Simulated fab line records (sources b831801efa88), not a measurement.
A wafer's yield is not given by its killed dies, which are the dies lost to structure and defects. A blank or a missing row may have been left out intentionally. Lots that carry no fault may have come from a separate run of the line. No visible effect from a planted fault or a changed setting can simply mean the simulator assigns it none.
fab line records	flow gf180mcu
[record] lots = 13	wafers = 39	last-day = 34
route steps=602 shown VT_IMPLANT@108 DUAL_GATE@154 POLY_GATE@168 HV_LDD@204
lots that met no fault: taken from a fault-free run of the same line
start-h: the number of hours between the record's first day and the start of the first shown wafer of the lot	wait-h: hours elapsed since this lot's preceding step	" as in the row above	L1.1+2: one row covering several wafers at once	- no value present, or no start provided	* or withheld: withheld	< > ~ a bound
route shown NAME@n: NAME is a module with steps in the file, n the number in the route of the first one	usual: mean and standard deviation over wafers with no fault	same: alike in all rows	chamber/n: place in a boat	sites: the reading at each site	_std_site: standard deviation across them	_edge_site: mean of outer sites minus mean of inner sites	radius-mm: how far each site lies from the wafer's centre	mask NAME#n: copy n	behind: tool/chamber where the wafer was last shaped	hold: why the lot was held/for how many hours/how that ended	device: transistor that didn't switch, given as n, p or np	end of line: tests of these same wafers at the route's end	for a step that has no rows: nothing shown but its recipe	killed: at the first sort, the dies lost to defects and structure; wafer yield is something else	map: the dies of a wafer, with x for killed, . for not killed, _ for no die there
set.NAME: the setting as run; set.NAME@STEP: as run at that earlier step	model.NAME: the simulator's own value behind a step, which no gauge read
one table for each step of the route and one row for each wafer, over a sample of lots
services: a tool's chamber out of use, with start hour (start-h, from the record's first day; less than 0 if before it), hours out, and reason
[[steps]]
[step GF_VT_IMPLANT_OVL_MEAS_18]
[usual] VT_IMPLANT_01_OVL = 1.3/1.3
lot.wafer	tool	chamber	start-h	wait-h	VT_IMPLANT_01_OVL[nm]
L807.2	overlay-02	-	125.45	0.1	1.7
L807.3	"	-	"	"	0.8
L807.5	"	-	"	"	1.4
L808.1	overlay-02	-	132.44	0.1	0.2
L808.2	"	-	"	"	2.0
L808.4	"	-	"	"	1.3
L811.3	overlay-01	-	151.40	0.1	2.2
L811.4	"	-	"	"	3.3
L811.5	"	-	"	"	1.1
L814.1	overlay-02	-	169.64	0.1	2.2
L814.3	"	-	"	"	1.0
L814.4	"	-	"	"	0.9
L815.3	overlay-02	-	177.20	0.1	0.7
L815.5	"	-	"	"	0.6
L815.6	"	-	"	"	1.6
L816.2	overlay-02	-	182.34	0.1	-0.9
L816.3	"	-	"	"	-0.5
L816.5	"	-	"	"	1.3
L817.3	overlay-01	-	188.65	0.1	2.7
L817.4	"	-	"	"	1.0
L817.6	"	-	"	"	1.8
L818.4	overlay-01	-	197.62	0.1	2.4
L818.5	"	-	"	"	1.5
L818.6	"	-	"	"	1.5
L821.1	overlay-01	-	212.85	0.1	-1.4
L821.3	"	-	"	"	1.2
L821.4	"	-	"	"	0.5
L823.3	overlay-02	-	226.52	0.1	1.8
L823.5	"	-	"	"	2.7
L823.6	"	-	"	"	4.0
L825.1	overlay-01	-	242.19	0.1	1.2
L825.2	"	-	"	"	2.5
L825.4	"	-	"	"	0.1
L826.3	overlay-02	-	247.40	0.1	2.4
L826.4	"	-	"	"	3.6
L826.6	"	-	"	"	4.5
L828.2	overlay-02	-	263.14	0.1	-0.6
L828.4	"	-	"	"	-0.3
L828.6	"	-	"	"	-1.2
[step GF_DUAL_GATE_STRIP_13]
[recipe] chemistry = O2/N2	power-w = 1400	pressure-mtorr = 1500	platen-temp-c = 250	o2-flow-sccm = 3000	n2-flow-sccm = 300	overash-fraction = 0.5
[usual] drypump-motor-current-A = 5.68/0.23	heater-power-w = 330/27	oes-product-au = 0.716/0.0045	strip-time-to-endpoint-s = 12.60/0.034
lot.wafer	tool	chamber	start-h	wait-h	drypump-motor-current-A	heater-power-w	oes-product-au	rf-hours-counter-h	strip-time-to-endpoint-s
L807.2	plasma-asher-04	0	175.62	0.0	5.76	312	0.718	37	12.63
L807.3	"	1	"	"	5.36	293	0.720	-	12.63
L807.5	"	1	"	"	5.36	300	0.711	-	12.59
L808.1	plasma-asher-04	0	182.92	0.0	5.78	316	0.720	38	12.62
L808.2	"	1	"	"	5.37	300	0.720	38	12.57
L808.4	"	1	"	"	5.39	303	0.717	-	12.56
L811.3	plasma-asher-03	1	203.52	0.0	5.89	346	0.719	-	12.56
L811.4	"	0	"	"	5.69	325	0.720	-	12.55
L811.5	"	0	"	"	5.69	331	0.717	-	12.54
L814.1	plasma-asher-03	0	225.37	0.0	5.67	338	0.715	59	12.65
L814.3	"	0	"	"	5.66	317	0.715	-	12.62
L814.4	"	1	"	"	5.91	344	0.720	-	12.62
L815.3	plasma-asher-03	1	232.75	0.0	5.89	341	0.711	-	12.54
L815.5	"	0	"	"	5.68	328	0.714	-	12.59
L815.6	"	1	"	"	5.88	340	0.717	-	12.55
L816.2	plasma-asher-04	1	236.67	0.0	5.37	303	0.706	45	12.60
L816.3	"	1	"	"	5.36	298	0.711	-	12.60
L816.5	"	0	"	"	5.75	316	0.722	-	12.62
L817.3	plasma-asher-03	0	244.25	0.0	5.67	326	0.722	-	12.67
L817.4	"	1	"	"	5.92	344	0.720	-	12.60
L817.6	"	1	"	"	5.88	342	0.716	-	12.56
L818.4	plasma-asher-01	0	253.90	0.0	6.03	376	0.712	-	12.65
L818.5	"	0	"	"	6.07	380	0.721	-	12.61
L818.6	"	1	"	"	5.48	354	0.718	-	12.64
L821.1	plasma-asher-01	1	269.50	0.0	5.43	351	0.713	55	12.63
L821.3	"	0	"	"	6.08	379	0.714	-	12.64
L821.4	"	1	"	"	5.45	353	0.719	-	12.61
L823.3	plasma-asher-01	0	286.36	0.0	6.07	373	0.718	-	12.62
L823.5	"	1	"	"	5.49	355	0.712	-	12.55
L823.6	"	0	"	"	6.07	369	0.713	-	12.61
L825.1	plasma-asher-01	0	304.90	0.0	6.06	383	0.716	59	12.57
L825.2	"	1	"	"	5.49	349	0.716	59	12.63
L825.4	"	0	"	"	6.08	371	0.712	-	12.58
L826.3	plasma-asher-04	1	309.78	0.0	5.38	303	0.720	-	12.53
L826.4	"	0	"	"	5.75	312	0.708	-	12.54
L826.6	"	0	"	"	5.73	319	0.717	-	12.58
L828.2	plasma-asher-01	0	326.61	0.0	6.08	377	0.718	62	12.62
L828.4	"	1	"	"	5.48	356	0.722	-	12.64
L828.6	"	1	"	"	5.47	357	0.720	-	12.58
[step GF_POLY_GATE_OVL_MEAS_11]
[usual] POLY_GATE_OVL = 0/5.4
lot.wafer	tool	chamber	start-h	wait-h	POLY_GATE_OVL[nm]
L807.2	overlay-01	-	196.83	0.1	5
L807.3	"	-	"	"	1
L807.5	"	-	"	"	3
L808.1	overlay-01	-	203.17	0.1	6
L808.2	"	-	"	"	4
L808.4	"	-	"	"	2
L811.3	overlay-02	-	225.21	0.1	1
L811.4	"	-	"	"	0
L811.5	"	-	"	"	3
L814.1	overlay-02	-	250.02	0.1	0
L814.3	"	-	"	"	-3
L814.4	"	-	"	"	1
L815.3	overlay-01	-	254.86	0.1	-4
L815.5	"	-	"	"	-10
L815.6	"	-	"	"	-9
L816.2	overlay-02	-	258.28	0.1	-4
L816.3	"	-	"	"	0
L816.5	"	-	"	"	5
L817.3	overlay-01	-	267.54	0.1	5
L817.4	"	-	"	"	-4
L817.6	"	-	"	"	-4
L818.4	overlay-02	-	277.24	0.1	-4
L818.5	"	-	"	"	8
L818.6	"	-	"	"	-6
L821.1	overlay-01	-	292.32	0.1	-6
L821.3	"	-	"	"	-4
L821.4	"	-	"	"	1
L823.3	overlay-02	-	310.63	0.1	-4
L823.5	"	-	"	"	-2
L823.6	"	-	"	"	-4
L825.1	overlay-02	-	329.47	0.1	-6
L825.2	"	-	"	"	-5
L825.4	"	-	"	"	-2
L826.3	overlay-02	-	332.82	0.1	3
L826.4	"	-	"	"	1
L826.6	"	-	"	"	-6
L828.2	overlay-01	-	351.12	0.1	2
L828.4	"	-	"	"	2
L828.6	"	-	"	"	7
[step GF_HV_LDD_EXPOSE_28]
[recipe] mask-id = Nplus_HV_AREA	target-cd-nm = 400	na = 0.6	source-shape = conventional	sigma-outer = 0.6	dose-mj = 140
[usual] exposure-dose-mJ-cm2 = 140.00/0.11
lot.wafer	tool	chamber	start-h	wait-h	mask	exposure-dose-mJ-cm2
L807.2	iline-stepper-02	0	242.93	-	Nplus_HV_AREA#0	139.97
L807.3	"	0	"	"	Nplus_HV_AREA#0	139.97
L807.5	"	0	"	"	Nplus_HV_AREA#0	140.02
L808.1	iline-stepper-02	0	250.09	-	Nplus_HV_AREA#0	139.90
L808.2	"	0	"	"	Nplus_HV_AREA#0	140.07
L808.4	"	0	"	"	Nplus_HV_AREA#0	139.99
L811.3	iline-stepper-02	0	276.82	-	Nplus_HV_AREA#0	139.90
L811.4	"	0	"	"	Nplus_HV_AREA#0	140.06
L811.5	"	0	"	"	Nplus_HV_AREA#0	139.88
L814.1	iline-stepper-01	0	301.91	-	Nplus_HV_AREA#0	139.99
L814.3	"	0	"	"	Nplus_HV_AREA#0	139.84
L814.4	"	0	"	"	Nplus_HV_AREA#0	139.95
L815.3	iline-stepper-01	0	307.38	-	Nplus_HV_AREA#0	139.94
L815.5	"	0	"	"	Nplus_HV_AREA#0	139.88
L815.6	"	0	"	"	Nplus_HV_AREA#0	139.85
L816.2	iline-stepper-01	0	311.12	-	Nplus_HV_AREA#0	140.03
L816.3	"	0	"	"	Nplus_HV_AREA#0	140.01
L816.5	"	0	"	"	Nplus_HV_AREA#0	140.13
L817.3	iline-stepper-01	0	320.68	-	Nplus_HV_AREA#0	139.84
L817.4	"	0	"	"	Nplus_HV_AREA#0	139.83
L817.6	"	0	"	"	Nplus_HV_AREA#0	139.73
L818.4	iline-stepper-02	0	331.83	-	Nplus_HV_AREA#0	140.07
L818.5	"	0	"	"	Nplus_HV_AREA#0	139.93
L818.6	"	0	"	"	Nplus_HV_AREA#0	139.98
L821.1	iline-stepper-02	0	347.25	-	Nplus_HV_AREA#0	140.13
L821.3	"	0	"	"	Nplus_HV_AREA#0	140.00
L821.4	"	0	"	"	Nplus_HV_AREA#0	140.00
L823.3	iline-stepper-01	0	365.86	-	Nplus_HV_AREA#0	139.97
L823.5	"	0	"	"	Nplus_HV_AREA#0	140.15
L823.6	"	0	"	"	Nplus_HV_AREA#0	140.16
L825.1	iline-stepper-02	0	386.31	-	Nplus_HV_AREA#0	148.49
L825.2	"	0	"	"	Nplus_HV_AREA#0	148.51
L825.4	"	0	"	"	Nplus_HV_AREA#0	148.49
L826.3	iline-stepper-02	0	388.72	-	Nplus_HV_AREA#0	148.58
L826.4	"	0	"	"	Nplus_HV_AREA#0	148.32
L826.6	"	0	"	"	Nplus_HV_AREA#0	148.30
L828.2	iline-stepper-01	0	410.49	-	Nplus_HV_AREA#0	140.02
L828.4	"	0	"	"	Nplus_HV_AREA#0	139.98
L828.6	"	0	"	"	Nplus_HV_AREA#0	139.98
[step GF_HV_LDD_CD_MEAS_31]
[recipe] target-cd-nm = 400
[usual] cd-nm = 400.5/2.4
lot.wafer	tool	chamber	start-h	wait-h	cd-nm
L807.2	cd-sem-01	-	252.41	0.1	398.6
L807.3	"	-	"	"	400.9
L807.5	"	-	"	"	399.5
L808.1	cd-sem-02	-	258.69	0.1	401.7
L808.2	"	-	"	"	401.9
L808.4	"	-	"	"	401.8
L811.3	cd-sem-01	-	286.88	0.1	404.2
L811.4	"	-	"	"	402.6
L811.5	"	-	"	"	403.9
L814.1	cd-sem-01	-	312.23	0.1	400.1
L814.3	"	-	"	"	400.9
L814.4	"	-	"	"	400.5
L815.3	cd-sem-02	-	317.04	0.1	400.2
L815.5	"	-	"	"	396.9
L815.6	"	-	"	"	399.3
L816.2	cd-sem-02	-	321.32	0.1	399.3
L816.3	"	-	"	"	400.5
L816.5	"	-	"	"	400.0
L817.3	cd-sem-02	-	331.48	0.1	401.6
L817.4	"	-	"	"	401.5
L817.6	"	-	"	"	401.5
L818.4	cd-sem-02	-	342.01	0.1	400.5
L818.5	"	-	"	"	402.4
L818.6	"	-	"	"	401.1
L821.1	cd-sem-01	-	358.58	0.1	399.1
L821.3	"	-	"	"	400.1
L821.4	"	-	"	"	401.1
L823.3	cd-sem-01	-	376.87	0.1	399.7
L823.5	"	-	"	"	399.7
L823.6	"	-	"	"	399.2
L825.1	cd-sem-02	-	397.39	0.1	410.2
L825.2	"	-	"	"	412.3
L825.4	"	-	"	"	410.8
L826.3	cd-sem-02	-	400.09	0.1	416.4
L826.4	"	-	"	"	414.8
L826.6	"	-	"	"	415.3
L828.2	cd-sem-01	-	421.90	0.1	402.1
L828.4	"	-	"	"	402.5
L828.6	"	-	"	"	401.0
[[services]]
tool	chamber	start-h	hours	kind
plasma-asher-01	-	166.36	85.3	repair
iline-stepper-01	-	166.81	4.3	pm
iline-stepper-02	-	178.26	2.6	repair
iline-stepper-01	-	189.05	1.7	pm
plasma-asher-01	-	222.21	7.5	repair
iline-stepper-01	-	228.94	0.9	repair
iline-stepper-02	-	250.95	8.9	pm
plasma-asher-03	-	304.42	14.6	pm
iline-stepper-01	-	357.01	2.1	pm
iline-stepper-02	0	358.62	-	calibration
iline-stepper-01	-	359.09	-	consumable-replace:lamp
iline-stepper-01	0	365.16	-	calibration
iline-stepper-01	-	407.23	1.7	pm
[[key]]
[first-sign] step = GF_HV_LDD_EXPOSE_28	reading = exposure-dose-mJ-cm2	direction = up	sigmas = 76	usual = 140.00	struck = 148.45
[effect] step = GF_HV_LDD_CD_MEAS_31	reading = cd-nm	direction = up	sigmas = 5.3	usual = 400.5	struck = 413.3
met-at GF_HV_LDD_EXPOSE_28
struck-lots L825,L826
tester-left-out L825,L826
not-acting-at GF_VT_IMPLANT_OVL_MEAS_18,GF_DUAL_GATE_STRIP_13,GF_POLY_GATE_OVL_MEAS_11
onset-between 347.25 386.31
[fault] kind = process-parameter-drift	tool = iline-stepper-02	chamber = -	onset-h = 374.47	steps = GF_HV_LDD_EXPOSE_28	channel = dose-mj	offset = 8.4808	shape = step	acts-in = these-recipes-only	stated = 140
// tester-left-out: of these lots the tester's yield and bins aren't shown, on N5 and GAA mostly nor the transistor test; their killed dies are dies lost to structure and defects alone, not to doping, threshold or leakage, so they don't give the yield
